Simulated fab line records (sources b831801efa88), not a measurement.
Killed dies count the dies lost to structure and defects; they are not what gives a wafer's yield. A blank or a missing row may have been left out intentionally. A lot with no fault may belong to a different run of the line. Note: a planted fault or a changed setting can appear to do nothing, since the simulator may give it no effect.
fab line records + flow sky130
record
- lots=13
- wafers=39
- lastDay=50
route steps=708 shown SD_N@351
lots that met no fault: taken from a fault-free run of the same line
startH: hours from the record's opening day to when the first of the lot's shown wafers began + waitH: hours from the lot's prior step to this one + " as in the row above + L1.1+2: several wafers, shown together as one row + - either no value or no given start + * or withheld: withheld + < > ~ a bound
route shown NAME@n: NAME is a module with steps in the file, n the number in the route of the first one + usual: mean and standard deviation over wafers with no fault + same: alike in all rows + chamber/n: place in a boat + sites: the reading at each site + _std_site: standard deviation of those values + _edge_site: the outer-site mean with the inner-site mean subtracted + radiusMm: for every site, how far away it sits from the centre of the wafer + mask NAME#n: copy n + behind: the last tool/chamber to shape the wafer + hold: reason for holding the lot/hours on hold/outcome of the hold + device: the n, p or np transistor that did not switch + end of line: the same wafers' tests at the end of the route + a step without rows: its recipe alone + killed: at the first sort, the dies lost to defects and structure; wafer yield is something else + map: the dies of a wafer, with x for killed, . for not killed, _ for no die there
set.NAME: the setting as run; set.NAME@STEP: as run at that earlier step + model.NAME: the simulator's own value behind a step, which no gauge read
steps of the route over a sample of lots; a table a step, a row a wafer
services: the hour from which a tool's chamber was out of use, counted from the record's first day as startH (under 0 if before that day), plus the number of hours and why
## steps
# step SKY_SD_N_IMPLANT_09
# recipe
- species=As
- energyKev=50
- doseCm2=4e+15
- tiltDeg=0
# usual
- beamEnergyKeV=50.001/0.016
- tiltDeg=-0.003/0.017
| lot.wafer | tool         | chamber | startH | waitH | beamEnergyKeV | tiltDeg |
|-----------|--------------|---------|--------|-------|---------------|---------|
| L495.2    | implanter-04 | 0       | 653.05 | 0.0   | 49.994        | 0.014   |
| L495.5    | "            | 0       | "      | "     | 49.981        | 0.014   |
| L495.6    | "            | 0       | "      | "     | 49.997        | 0.001   |
| L499.1    | implanter-02 | 0       | 686.02 | 0.0   | 50.018        | 0.008   |
| L499.4    | "            | 0       | "      | "     | 50.005        | 0.018   |
| L499.6    | "            | 0       | "      | "     | 50.028        | 0.004   |
| L501.3    | implanter-03 | 0       | 698.11 | 0.1   | 50.010        | -0.010  |
| L501.4    | "            | 0       | "      | "     | 49.993        | -0.007  |
| L501.6    | "            | 0       | "      | "     | 49.998        | -0.021  |
| L503.1    | implanter-04 | 0       | 705.10 | 0.0   | 49.994        | 0.002   |
| L503.3    | "            | 0       | "      | "     | 50.011        | 0.006   |
| L503.6    | "            | 0       | "      | "     | 49.991        | -0.006  |
| L502.1    | implanter-03 | 0       | 710.02 | 0.0   | 52.199        | 0.015   |
| L502.4    | "            | 0       | "      | "     | 52.215        | -0.011  |
| L502.5    | "            | 0       | "      | "     | 52.215        | -0.022  |
| L505.1    | implanter-03 | 0       | 725.87 | 0.0   | 52.246        | -0.006  |
| L505.2    | "            | 0       | "      | "     | 52.228        | -0.012  |
| L505.6    | "            | 0       | "      | "     | 52.243        | 0.016   |
| L508.3    | implanter-04 | 0       | 800.50 | 0.1   | 50.001        | 0.006   |
| L508.4    | "            | 0       | "      | "     | 50.010        | -0.004  |
| L508.6    | "            | 0       | "      | "     | 50.007        | 0.022   |
| L514.1    | implanter-04 | 0       | 803.51 | 0.0   | 49.972        | -0.020  |
| L514.3    | "            | 0       | "      | "     | 49.978        | -0.004  |
| L514.6    | "            | 0       | "      | "     | 49.979        | 0.022   |
| L513.1    | implanter-02 | 0       | 803.75 | 0.0   | 50.002        | 0.015   |
| L513.2    | "            | 0       | "      | "     | 50.012        | 0.010   |
| L513.4    | "            | 0       | "      | "     | 50.009        | 0.002   |
| L512.2    | implanter-04 | 0       | 804.19 | 0.0   | 49.994        | -0.006  |
| L512.5    | "            | 0       | "      | "     | 50.006        | -0.005  |
| L512.6    | "            | 0       | "      | "     | 49.986        | 0.001   |
| L515.2    | implanter-04 | 0       | 806.35 | 0.0   | 49.994        | 0.004   |
| L515.3    | "            | 0       | "      | "     | 50.005        | -0.032  |
| L515.4    | "            | 0       | "      | "     | 50.011        | -0.006  |
| L517.3    | implanter-03 | 0       | 811.20 | 0.1   | 49.982        | -0.007  |
| L517.5    | "            | 0       | "      | "     | 50.010        | -0.021  |
| L517.6    | "            | 0       | "      | "     | 49.993        | 0.022   |
| L518.1    | implanter-03 | 0       | 820.07 | 0.0   | 49.994        | -0.010  |
| L518.4    | "            | 0       | "      | "     | 49.980        | 0.002   |
| L518.6    | "            | 0       | "      | "     | 50.007        | 0.009   |
# step SKY_SD_N_STRIP_11
# recipe
- chemistry=O2/N2
- powerW=1400
- pressureMtorr=1500
- platenTempC=withheld
- o2FlowSccm=3000
- n2FlowSccm=300
- overashFraction=0.5
# usual
- drypumpMotorCurrentA=5.6/0.44
- o2FlowSccm=2999/9.4
- oesProductAu=0.527/0.0044
- stripTimeToEndpointS=22.56/0.038
| lot.wafer | tool           | chamber | startH | waitH | drypumpMotorCurrentA | o2FlowSccm | oesProductAu | rfHoursCounterH | stripTimeToEndpointS |
|-----------|----------------|---------|--------|-------|----------------------|------------|--------------|-----------------|----------------------|
| L495.2    | plasmaAsher-04 | 1       | 653.32 | 0.1   | 5.6                  | 3016       | 0.531        | 18              | 22.60                |
| L495.5    | "              | 0       | "      | "     | 5.4                  | 3004       | 0.533        | -               | 22.63                |
| L495.6    | "              | 1       | "      | "     | 5.7                  | 3014       | 0.532        | -               | 22.63                |
| L499.1    | plasmaAsher-01 | 1       | 686.32 | 0.1   | 5.3                  | 3014       | 0.529        | 90              | 22.52                |
| L499.4    | "              | 1       | "      | "     | 5.3                  | 2996       | 0.529        | -               | 22.52                |
| L499.6    | "              | 0       | "      | "     | 6.6                  | 3006       | 0.528        | -               | 22.52                |
| L501.3    | plasmaAsher-03 | 0       | 698.40 | 0.1   | 5.2                  | 2983       | 0.520        | -               | 22.50                |
| L501.4    | "              | 1       | "      | "     | 5.4                  | 2983       | 0.518        | -               | 22.53                |
| L501.6    | "              | 1       | "      | "     | 5.4                  | 2999       | 0.534        | -               | 22.53                |
| L503.1    | plasmaAsher-04 | 1       | 705.40 | 0.1   | 5.7                  | 3004       | 0.531        | 23              | 22.58                |
| L503.3    | "              | 1       | "      | "     | 5.6                  | 3010       | 0.527        | -               | 22.51                |
| L503.6    | "              | 1       | "      | "     | 5.7                  | 2995       | 0.529        | -               | 22.56                |
| L502.1    | plasmaAsher-01 | 0       | 710.32 | 0.1   | 6.5                  | 2994       | 0.523        | 92              | 22.83                |
| L502.4    | "              | 1       | "      | "     | 5.3                  | 3004       | 0.531        | -               | 22.86                |
| L502.5    | "              | 0       | "      | "     | 6.6                  | 2989       | 0.522        | -               | 22.85                |
| L505.1    | plasmaAsher-03 | 0       | 726.17 | 0.1   | 5.2                  | 3004       | 0.530        | 63              | 22.89                |
| L505.2    | "              | 1       | "      | "     | 5.4                  | 3003       | 0.522        | 63              | 22.91                |
| L505.6    | "              | 0       | "      | "     | 5.2                  | 3010       | 0.519        | -               | 22.90                |
| L508.3    | plasmaAsher-04 | 1       | 800.78 | 0.1   | 5.7                  | 2997       | 0.526        | -               | 22.54                |
| L508.4    | "              | 0       | "      | "     | 5.4                  | 3001       | 0.527        | -               | 22.55                |
| L508.6    | "              | 1       | "      | "     | 5.7                  | 2995       | 0.527        | -               | 22.56                |
| L514.1    | plasmaAsher-04 | 0       | 803.81 | 0.1   | 5.4                  | 3002       | 0.529        | 33              | 22.53                |
| L514.3    | "              | 0       | "      | "     | 5.4                  | 2990       | 0.533        | -               | 22.55                |
| L514.6    | "              | 1       | "      | "     | 5.7                  | 3008       | 0.522        | -               | 22.56                |
| L513.1    | plasmaAsher-04 | 0       | 804.05 | 0.1   | 5.4                  | 3001       | 0.530        | 33              | 22.53                |
| L513.2    | "              | 1       | "      | "     | 5.7                  | 2987       | 0.524        | 33              | 22.50                |
| L513.4    | "              | 1       | "      | "     | 5.7                  | 2988       | 0.528        | -               | 22.52                |
| L512.2    | plasmaAsher-01 | 1       | 804.46 | 0.1   | 5.3                  | 3006       | 0.531        | 102             | 22.58                |
| L512.5    | "              | 1       | "      | "     | 5.3                  | 3000       | 0.527        | -               | 22.54                |
| L512.6    | "              | 0       | "      | "     | 6.6                  | 2998       | 0.530        | -               | 22.58                |
| L515.2    | plasmaAsher-04 | 0       | 806.62 | 0.1   | 5.4                  | 2989       | 0.528        | 34              | 22.56                |
| L515.3    | "              | 0       | "      | "     | 5.4                  | 3002       | 0.526        | -               | 22.62                |
| L515.4    | "              | 1       | "      | "     | 5.6                  | 3004       | 0.521        | -               | 22.57                |
| L517.3    | plasmaAsher-04 | 0       | 811.48 | 0.1   | 5.4                  | 2994       | 0.531        | -               | 22.57                |
| L517.5    | "              | 1       | "      | "     | 5.7                  | 2986       | 0.531        | -               | 22.57                |
| L517.6    | "              | 0       | "      | "     | 5.4                  | 2993       | 0.530        | -               | 22.59                |
| L518.1    | plasmaAsher-01 | 0       | 820.37 | 0.1   | 6.5                  | 2992       | 0.528        | 104             | 22.57                |
| L518.4    | "              | 1       | "      | "     | 5.3                  | 2976       | 0.527        | -               | 22.56                |
| L518.6    | "              | 1       | "      | "     | 5.3                  | 2993       | 0.525        | -               | 22.66                |
# step SKY_SD_N_TW_MEAS_12
# usual
- SD_N_TW=3973/19
| lot.wafer | tool         | chamber | startH | waitH | SD_N_TW |
|-----------|--------------|---------|--------|-------|---------|
| L495.2    | filmMetro-02 | -       | 653.49 | 0.1   | 3981    |
| L495.5    | "            | -       | "      | "     | 3993    |
| L495.6    | "            | -       | "      | "     | 3968    |
| L499.1    | filmMetro-02 | -       | 686.42 | 0.1   | 3965    |
| L499.4    | "            | -       | "      | "     | 3950    |
| L499.6    | "            | -       | "      | "     | 3946    |
| L501.3    | filmMetro-01 | -       | 698.48 | 0.1   | 3986    |
| L501.4    | "            | -       | "      | "     | 3987    |
| L501.6    | "            | -       | "      | "     | 3993    |
| L503.1    | filmMetro-01 | -       | 705.50 | 0.1   | 3986    |
| L503.3    | "            | -       | "      | "     | 3970    |
| L503.6    | "            | -       | "      | "     | 3993    |
| L502.1    | filmMetro-01 | -       | 710.42 | 0.1   | 4044    |
| L502.4    | "            | -       | "      | "     | 4050    |
| L502.5    | "            | -       | "      | "     | 4040    |
| L505.1    | filmMetro-03 | -       | 726.27 | 0.1   | 4025    |
| L505.2    | "            | -       | "      | "     | 4019    |
| L505.6    | "            | -       | "      | "     | 4009    |
| L508.3    | filmMetro-03 | -       | 801.27 | 0.5   | 3986    |
| L508.4    | "            | -       | "      | "     | 3969    |
| L508.6    | "            | -       | "      | "     | 3983    |
| L514.1    | filmMetro-01 | -       | 803.91 | 0.1   | 3948    |
| L514.3    | "            | -       | "      | "     | 3953    |
| L514.6    | "            | -       | "      | "     | 3967    |
| L513.1    | filmMetro-02 | -       | 804.15 | 0.1   | 3987    |
| L513.2    | "            | -       | "      | "     | 3967    |
| L513.4    | "            | -       | "      | "     | 3971    |
| L512.2    | filmMetro-02 | -       | 804.57 | 0.1   | 3940    |
| L512.5    | "            | -       | "      | "     | 3952    |
| L512.6    | "            | -       | "      | "     | 3951    |
| L515.2    | filmMetro-02 | -       | 806.73 | 0.1   | 3960    |
| L515.3    | "            | -       | "      | "     | 3975    |
| L515.4    | "            | -       | "      | "     | 3965    |
| L517.3    | filmMetro-03 | -       | 811.60 | 0.1   | 3982    |
| L517.5    | "            | -       | "      | "     | 4009    |
| L517.6    | "            | -       | "      | "     | 3973    |
| L518.1    | filmMetro-03 | -       | 820.47 | 0.1   | 3986    |
| L518.4    | "            | -       | "      | "     | 3975    |
| L518.6    | "            | -       | "      | "     | 3988    |
# step SKY_SD_N_RS_MEAS_16
# recipe
- thkMeasGauge=four-point-probe
# usual
- SD_N_RS=68.58/0.15
| lot.wafer | tool         | chamber | startH | waitH | SD_N_RS[ohm/sq] |
|-----------|--------------|---------|--------|-------|-----------------|
| L495.2    | filmMetro-03 | -       | 653.78 | 0.1   | 68.53           |
| L495.5    | "            | -       | "      | "     | 68.49           |
| L495.6    | "            | -       | "      | "     | 68.46           |
| L499.1    | filmMetro-03 | -       | 686.71 | 0.1   | 68.49           |
| L499.4    | "            | -       | "      | "     | 68.64           |
| L499.6    | "            | -       | "      | "     | 68.54           |
| L501.3    | filmMetro-01 | -       | 698.79 | 0.1   | 68.88           |
| L501.4    | "            | -       | "      | "     | 68.87           |
| L501.6    | "            | -       | "      | "     | 68.83           |
| L503.1    | filmMetro-03 | -       | 705.78 | 0.1   | 68.47           |
| L503.3    | "            | -       | "      | "     | 68.60           |
| L503.6    | "            | -       | "      | "     | 68.45           |
| L502.1    | filmMetro-02 | -       | 710.71 | 0.1   | 66.93           |
| L502.4    | "            | -       | "      | "     | 66.95           |
| L502.5    | "            | -       | "      | "     | 67.18           |
| L505.1    | filmMetro-02 | -       | 726.56 | 0.1   | 67.12           |
| L505.2    | "            | -       | "      | "     | 67.01           |
| L505.6    | "            | -       | "      | "     | 67.08           |
| L508.3    | filmMetro-02 | -       | 801.72 | 0.1   | 68.49           |
| L508.4    | "            | -       | "      | "     | 68.68           |
| L508.6    | "            | -       | "      | "     | 68.39           |
| L514.1    | filmMetro-01 | -       | 804.20 | 0.1   | 68.77           |
| L514.3    | "            | -       | "      | "     | 68.70           |
| L514.6    | "            | -       | "      | "     | 68.63           |
| L513.1    | filmMetro-03 | -       | 804.43 | 0.1   | 68.40           |
| L513.2    | "            | -       | "      | "     | 68.41           |
| L513.4    | "            | -       | "      | "     | 68.53           |
| L512.2    | filmMetro-02 | -       | 804.87 | 0.1   | 68.45           |
| L512.5    | "            | -       | "      | "     | 68.60           |
| L512.6    | "            | -       | "      | "     | 68.55           |
| L515.2    | filmMetro-03 | -       | 807.03 | 0.1   | 68.56           |
| L515.3    | "            | -       | "      | "     | 68.62           |
| L515.4    | "            | -       | "      | "     | 68.76           |
| L517.3    | filmMetro-01 | -       | 811.91 | 0.1   | 68.65           |
| L517.5    | "            | -       | "      | "     | 68.74           |
| L517.6    | "            | -       | "      | "     | 68.66           |
| L518.1    | filmMetro-01 | -       | 820.76 | 0.1   | 68.56           |
| L518.4    | "            | -       | "      | "     | 68.67           |
| L518.6    | "            | -       | "      | "     | 68.81           |
## services
| tool           | chamber | startH | hours | kind   |
|----------------|---------|--------|-------|--------|
| implanter-02   | -       | 630.45 | 3.3   | pm     |
| plasmaAsher-01 | -       | 648.58 | 1.3   | repair |
| implanter-02   | -       | 651.61 | 2.2   | repair |
| implanter-03   | -       | 720.23 | 1.8   | repair |
| plasmaAsher-03 | -       | 738.17 | 9.2   | repair |
| implanter-03   | -       | 745.54 | 2.8   | repair |
| implanter-04   | -       | 753.15 | 3.3   | pm     |
## key
firstSign
- step=SKY_SD_N_IMPLANT_09
- reading=beamEnergyKeV
- direction=up
- sigmas=99+
- usual=*
- struck=*
effect
- step=SKY_SD_N_STRIP_11
- reading=stripTimeToEndpointS
- direction=up
- sigmas=8.3
- usual=*
- struck=*
effect
- step=SKY_SD_N_TW_MEAS_12
- reading=SD_N_TW
- direction=up
- sigmas=3.1
- usual=3973
- struck=4031
effect
- step=SKY_SD_N_RS_MEAS_16
- reading=SD_N_RS
- direction=down
- sigmas=11
- usual=68.58
- struck=67.05
metAt SKY_SD_N_IMPLANT_09
struckLots L502,L505
testerLeftOut L502,L505
onsetBetween 698.11 710.02
fault
- kind=processParameterDrift
- tool=implanter-03
- chamber=-
- onsetH=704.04
- steps=SKY_SD_N_IMPLANT_09
- channel=energyKev
- offset=*
- shape=step
- endH=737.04
- actsIn=*
- stated=*
# testerLeftOut: of these lots the tester's yield and bins aren't shown, on N5 and GAA mostly nor the transistor test; their killed dies are dies lost to structure and defects alone, not to doping, threshold or leakage, so they don't give the yield
